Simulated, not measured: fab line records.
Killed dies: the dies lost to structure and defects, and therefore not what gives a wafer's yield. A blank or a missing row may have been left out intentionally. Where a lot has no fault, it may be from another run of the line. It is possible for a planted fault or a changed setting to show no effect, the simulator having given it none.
Struck lot and sound lot, side by side :: flow sky130 :: 14 out of 708 route steps
Sound: the wafers L257.3, L257.4, L257.6. Wafers struck: L248.1, L248.2, L248.6. At the end, the cause is stated.
Each step with rows lists, per side, the tool, then ch with its chambers, then its first start. Under that, the readings that differ: sound wafers :: struck wafers :: difference of the means :: sigmas: that difference in standard deviations of wafers without a fault.
alike: readings with means less than 2 such deviations apart, plus words and numbers identical on both sides. not compared: withheld readings, readings lacking a value on some wafer, bounds such as >300 that could conceal the same value, and numbers that have no deviation in the record and whose values overlap.
A row with sigmas, a row that says differs or no value, or rows on one side alone: a step with any of these is where the two part. Numbers that don't overlap but have no deviation are shown without sigmas and don't part them. A reading missing from all wafers of one side parts the sides only when that side holds two or more wafers.

first, 5 steps without rows for these wafers: SKY_SD_N_COAT_02 (resist thk 1140 nm); SKY_SD_N_SOFTBAKE_03 (time 60 s); SKY_SD_N_EXPOSE_04 (exposes mask NSDM, target cd 380 nm); SKY_SD_N_PEB_05; SKY_SD_N_DEVELOP_06 (develop time 60 s).
SKY_SD_N_CD_MEAS_07: target cd 380 nm.
  sound: cd_sem-01 at day 34 08:26; struck: cd_sem-01 at day 31 12:14
  alike: cd_nm
SKY_SD_N_OVL_MEAS_08:
  sound: overlay-01 at day 34 08:31; struck: overlay-02 at day 31 12:22
  alike: SD_N_OVL
then, 2 steps without rows for these wafers: SKY_SD_N_IMPLANT_09; SKY_SD_N_IMPLANT_10.
SKY_SD_N_STRIP_11: strips in O2/N2.
  sound on plasma_asher-02 ch 0,1, day 34 08:53; struck on plasma_asher-02 ch 0,1, day 31 12:41
reading: strip_time_to_endpoint_s (s)
sound: 22.58 22.64 22.58
struck: 22.50 22.51 22.51
difference: -0.09
sigmas: -2
  alike: drypump_motor_current_A, o2_flow_sccm, oes_product_au
  not compared: rf_hours_counter_h
SKY_SD_N_TW_MEAS_12:
  sound: film_metro-01 at day 34 08:58; struck: film_metro-01 at day 31 12:47
  alike: SD_N_TW
then, 1 step without rows for these wafers: SKY_SD_N_CLEAN_13 (cleans in SC1/SC2, time 150 s).
SKY_SD_N_RTA_14: time 2 s.
  sound on rtp_anneal-02 ch 0, day 34 09:05; struck on rtp_anneal-02 ch 0, day 31 12:54
reading: ramp_down_c_per_s
sound: 90.009 90.000 89.982
struck: 36.001 36.002 36.034
difference: -53.985
sigmas: -99 or more
  alike: lamp_power_pct, wafer_temp_C_max
-- here the record skips 17 days between the struck wafers' starts before and after, leaving off in module SD_N and picking up in module PAD_OPEN (first step shown: number 708 of the route) --
SKY_PAD_OPEN_PROBE_99:
  sound: prober-02 at day 50 07:46; struck: prober-02 at day 48 08:23
reading: model.etest.res_xhigh_po.line_ohm_um
sound: 5601 5578 5761
struck: 5158 5497 5314
difference: -324
sigmas: 

reading: model.etest.res_xhigh_po.rs_ohm_sq
sound: 1968 1986 2004
struck: 1837 1946 1891
difference: -95
sigmas: 

reading: model.etest.res_pdiff.line_ohm_um
sound: 1403 1346 1355
struck: 1326 1326 1323
difference: -43
sigmas: 

reading: model.etest.res_high_po.line_ohm_um
sound: 742.1 757.3 759.8
struck: 700.6 735.4 714.4
difference: -36.3
sigmas: 

reading: model.etest.licon_pdiff.rc_ohm
sound: 586.5 590.9 574
struck: 648.3 605.4 633.5
difference: +45.3
sigmas: 

reading: model.etest.licon_high_po.rc_ohm
sound: 341.1 341.1 342.7
struck: 340.2 338.4 338.5
difference: -2.6
sigmas: 
  alike: killed_at_M0_to_M3, killed_at_M4_up, killed_at_contacts, killed_at_front_end, killed_at_other, killed_dies, killed_open, killed_short
  not compared: model.etest.res_high_po.rs_ohm_sq, model.etest.pfet_01v8.drive_ua_um

== WHERE THEY PART ==
Earliest at SKY_SD_N_STRIP_11; latest, in this record, at SKY_SD_N_RTA_14. Later steps at which nothing parts them and some readings are alike: SKY_PAD_OPEN_PROBE_99.

WHY: the cause the simulator had injected
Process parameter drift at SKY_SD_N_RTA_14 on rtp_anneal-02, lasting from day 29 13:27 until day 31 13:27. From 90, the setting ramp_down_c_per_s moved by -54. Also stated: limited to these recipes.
